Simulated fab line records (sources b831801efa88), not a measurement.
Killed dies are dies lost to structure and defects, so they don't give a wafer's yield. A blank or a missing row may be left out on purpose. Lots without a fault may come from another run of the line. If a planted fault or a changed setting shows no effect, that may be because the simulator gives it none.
Which tool was responsible? -- flow sky130 -- 13 lots, 39 wafers sampled, at 4 steps of a route of 708

WHAT EACH GAUGE READ, for each wafer
SKY_LOCAL_INTERCONNECT_CD_MEAS_11: the cd target is 170 nm. Usual: cd_nm 169.9 nm, standard deviation 1.4.
lot,measured,on,cd_nm (nm),flag
L501,day 30 02:21,cd_sem-01,167.4 170.3 167.8,
L502,day 30 08:28,cd_sem-02,171.2 173.8 170.5,
L514,day 34 20:53,cd_sem-02,170.7 170.5 169.3,
L515,day 35 04:15,cd_sem-02,170.5 171.2 172.7,
L517,day 35 10:05,cd_sem-02,169.2 169.5 169.6,
L519,day 36 02:37,cd_sem-02,170.0 169.8 170.9,
L518,day 36 03:32,cd_sem-01,169.6 169.9 171.0,
L520,day 36 08:17,cd_sem-02,172.3 173.0 172.4,
L521,day 36 15:16,cd_sem-01,172.0 170.5 171.2,
L523,day 36 23:56,cd_sem-02,168.3 169.0 168.9,
L524,day 37 12:52,cd_sem-01,170.0 169.8 167.9,

WHICH TOOL RAN EACH LOT (tool, then ch and the chambers of the sampled wafers, then the start)
lot,SKY_LI_CONTACT_CMP_02,SKY_LI_CONTACT_ETCH_15,SKY_LI_CONTACT_STRIP_16
L501,"cmp-01 ch 0,1,2, day 27 16:55","rie_diel-03 ch 0,2,3, day 28 21:23","plasma_asher-01 ch 0,1, day 28 21:28"
L502,"cmp-01 ch 0,2, day 27 22:49","rie_diel-04 ch 0,1,2, day 29 03:21","plasma_asher-04 ch 0,1, day 29 03:26"
L504,"cmp-02 ch 0,1,2, day 28 18:58","rie_diel-01 ch 1,2,3, day 29 23:15","plasma_asher-01 ch 0,1, day 29 23:20"
L505,"cmp-01 ch 2,3, day 29 07:13","rie_diel-01 ch 1,2,3, day 30 11:07","plasma_asher-01 ch 0,1, day 30 11:12"
L514,"cmp-01 ch 1,2, day 32 14:23","rie_diel-04 ch 0,1,3, day 33 17:17","plasma_asher-04 ch 0,1, day 33 17:22"
L515,"cmp-02 ch 0,1,3, day 32 20:34","rie_diel-04 ch 0,1,3, day 34 00:11","plasma_asher-01 ch 0,1, day 34 00:16"
L517,"cmp-01 ch 0,2,3, day 33 02:43","rie_diel-04 ch 0,1,3, day 34 06:04","plasma_asher-01 ch 0,1, day 34 06:11"
L519,"cmp-02 ch 0,1,3, day 33 20:22","rie_diel-04 ch 1,3, day 34 23:31","plasma_asher-03 ch 0,1, day 34 23:36"
L518,"cmp-01 ch 0,3, day 33 21:31","rie_diel-04 ch 0,2,3, day 35 00:47","plasma_asher-01 ch 0,1, day 35 00:52"
L520,"cmp-01 ch 1,2, day 34 02:16","rie_diel-03 ch 0,1,3, day 35 05:37","plasma_asher-03 ch 0,1, day 35 05:44"
L521,"cmp-01 ch 0,2, day 34 08:36","rie_diel-03 ch 1,2,3, day 35 12:04","plasma_asher-01 ch 0,1, day 35 12:09"
L523,"cmp-02 ch 1,2,3, day 34 18:20","rie_diel-01 ch 0,1,2, day 35 21:05","plasma_asher-03 ch 0,1, day 35 21:10"
L524,"cmp-01 ch 0,1,2, day 35 07:30","rie_diel-04 ch 0,1,2, day 36 09:26","plasma_asher-01 ch 0,1, day 36 09:31"
- SKY_LI_CONTACT_CMP_02: polishes PSG.
- SKY_LI_CONTACT_ETCH_15: etches PSG in C4F8/O2/Ar, stops on Si, target depth 600 nm.
- SKY_LI_CONTACT_STRIP_16: strips in O2/N2.

AS READ BY THE TOOLS THEMSELVES (means over the sampled wafers that have a number; for cases with no such wafer, the mark the record gives instead)
SKY_LI_CONTACT_CMP_02. Usual: motor_current_A 12.2 A, standard deviation 1; time_to_endpoint_s 37 s, standard deviation 4.9.
lot,tool,motor_current_A (A),time_to_endpoint_s (s),flag
L501,cmp-01,12.3,37,
L502,cmp-01,12.7,42,
L504,cmp-02,11.5,34,
L505,cmp-01,12.1,39,
L514,cmp-01,12.3,39,
L515,cmp-02,12.7,37,
L517,cmp-01,12.7,41,
L519,cmp-02,13.1,36,
L518,cmp-01,12.0,36,
L520,cmp-01,12.3,35,
L521,cmp-01,12.9,36,
L523,cmp-02,12.3,40,
L524,cmp-01,12.2,35,

SKY_LI_CONTACT_ETCH_15. Usual: bias_w 1200 W, standard deviation 3.6; oes_product_au 0.837 a.u., standard deviation 0.0052; rf_fwd_power_W 1492 W, standard deviation 5.2.
lot,tool,bias_w (W),oes_product_au (a.u.),rf_fwd_power_W (W),flag
L501,rie_diel-03,1204,0.837,1492,
L502,rie_diel-04,1199,0.838,1490,
L504,rie_diel-01,1199,0.834,1496,
L505,rie_diel-01,1202,0.839,1496,
L514,rie_diel-04,1200,0.834,1490,
L515,rie_diel-04,1200,0.839,1490,
L517,rie_diel-04,1205,0.842,1490,
L519,rie_diel-04,1196,0.837,1493,
L518,rie_diel-04,1200,0.841,1493,
L520,rie_diel-03,1199,0.834,1494,
L521,rie_diel-03,1201,0.841,1489,
L523,rie_diel-01,1200,0.833,1491,
L524,rie_diel-04,1202,0.840,1489,

SKY_LI_CONTACT_STRIP_16. Usual: chamber_pressure_mTorr 1500.0 mTorr, standard deviation 1.4; drypump_motor_current_A 5.7 A, standard deviation 0.34; oes_product_au 0.375 a.u., standard deviation 0.0047; strip_time_to_endpoint_s 3.48 s, standard deviation 0.054.
lot,tool,chamber_pressure_mTorr (mTorr),drypump_motor_current_A (A),oes_product_au (a.u.),strip_time_to_endpoint_s (s),flag
L501,plasma_asher-01,1500.2,5.8,0.373,3.46,
L502,plasma_asher-04,1499.8,6.1,0.375,3.47,
L504,plasma_asher-01,-,-,-,-,OFF
L505,plasma_asher-01,-,-,-,-,OFF
L514,plasma_asher-04,1500.5,6.1,0.371,3.45,
L515,plasma_asher-01,1500.9,5.6,0.374,3.47,
L517,plasma_asher-01,1499.1,5.6,0.375,3.44,
L519,plasma_asher-03,1501.1,5.4,0.375,3.41,
L518,plasma_asher-01,1499.9,5.8,0.377,3.46,
L520,plasma_asher-03,1499.0,5.3,0.372,3.50,
L521,plasma_asher-01,1500.3,5.6,0.376,3.44,
L523,plasma_asher-03,1499.4,5.5,0.373,3.50,
L524,plasma_asher-01,1498.6,5.8,0.370,3.44,

THE ANSWER, worked out from the rows above alone
Rule: a lot counts as off when the mean over its wafers that have a number is more than 3 standard deviations away from the usual mean. Also off: a lot with no number at a reading for which 4 or more lots have one. All remaining lots with rows at the step are treated as sound. After the gauges, taken in route order, come the tools' own readings; for these a lot's mean is taken, as printed above. The first step at which some lot is off is used, and at that step the reading that is off furthest; a lot without a number counts as furthest.
Off at SKY_LI_CONTACT_STRIP_16 (chamber_pressure_mTorr): L504, L505. Without a number there: L504, L505.
If a tool, at that step or one of the process steps before it, ran each lot that is off and ran no sound lot following the first of them, it fits. Not one of the candidates tried fits.

WHAT THE SIMULATOR HAD PUT IN
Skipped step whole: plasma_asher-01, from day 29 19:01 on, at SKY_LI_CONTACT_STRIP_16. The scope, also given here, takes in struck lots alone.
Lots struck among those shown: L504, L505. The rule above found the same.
